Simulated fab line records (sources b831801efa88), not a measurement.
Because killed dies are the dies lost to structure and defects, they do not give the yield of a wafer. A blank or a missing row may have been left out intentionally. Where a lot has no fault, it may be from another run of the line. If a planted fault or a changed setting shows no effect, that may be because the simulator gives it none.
Matching of chambers || flow gf180mcu || cmp-01 running GF_STI_CMP_25: 4 sister chambers
The step polishes, stops on Si3N4, t overpolish 33 s, target thk 524.6 nm. 4 wafers are shown with their chamber, then 7 later ones without.

## WAFERS WITH THEIR CHAMBER
{"wafer": "L335.4", "chamber": 2, "motor_current_A (A)": 12.4}
{"wafer": "L335.5", "chamber": 1, "motor_current_A (A)": 12.9}
{"wafer": "L336.3", "chamber": 0, "motor_current_A (A)": 10.7}
{"wafer": "L336.5", "chamber": 3, "motor_current_A (A)": 13.2}

## WAFERS WITHOUT THEIR CHAMBER
{"wafer": "L336.6", "motor_current_A (A)": 11.8}
{"wafer": "L347.3", "motor_current_A (A)": 10.5}
{"wafer": "L347.4", "motor_current_A (A)": 11.8}
{"wafer": "L347.6", "motor_current_A (A)": 12.1}
{"wafer": "L352.1", "motor_current_A (A)": 13.7}
{"wafer": "L352.4", "motor_current_A (A)": 12.4}
{"wafer": "L352.5", "motor_current_A (A)": 11.8}

## EACH ONE'S CHAMBER
{"wafer": "L336.6", "from the rows above": "can't be placed: 2 or 1 or 0 or 3", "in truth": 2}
{"wafer": "L347.3", "from the rows above": 0, "in truth": 0}
{"wafer": "L347.4", "from the rows above": "can't be placed: 2 or 1 or 0 or 3", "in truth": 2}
{"wafer": "L347.6", "from the rows above": "can't be placed: 2 or 1 or 3", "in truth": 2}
{"wafer": "L352.1", "from the rows above": "can't be placed: 3 or 1 or 2", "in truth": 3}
{"wafer": "L352.4", "from the rows above": "can't be placed: 2 or 1 or 3", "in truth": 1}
{"wafer": "L352.5", "from the rows above": "can't be placed: 2 or 1 or 0 or 3", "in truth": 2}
1 of 7 placed correctly. Unplaceable from these rows: 6, with the true chamber sitting among the candidates in 6. Number placed wrongly: 0.
How it was worked out, from the rows above alone: a wafer's distance from a chamber is the root of the sum, over the readings, of the square of ((its reading less the chamber's mean) divided by the reading's scatter). The wafer belongs to the nearest chamber; if the next one is less than 2 further off, it can't be placed. Each chamber's mean is taken over the wafers shown for it. The scatter (one wafer shown for each chamber): square how far every hidden wafer sits from the nearest shown wafer, average those squares and take the square root.
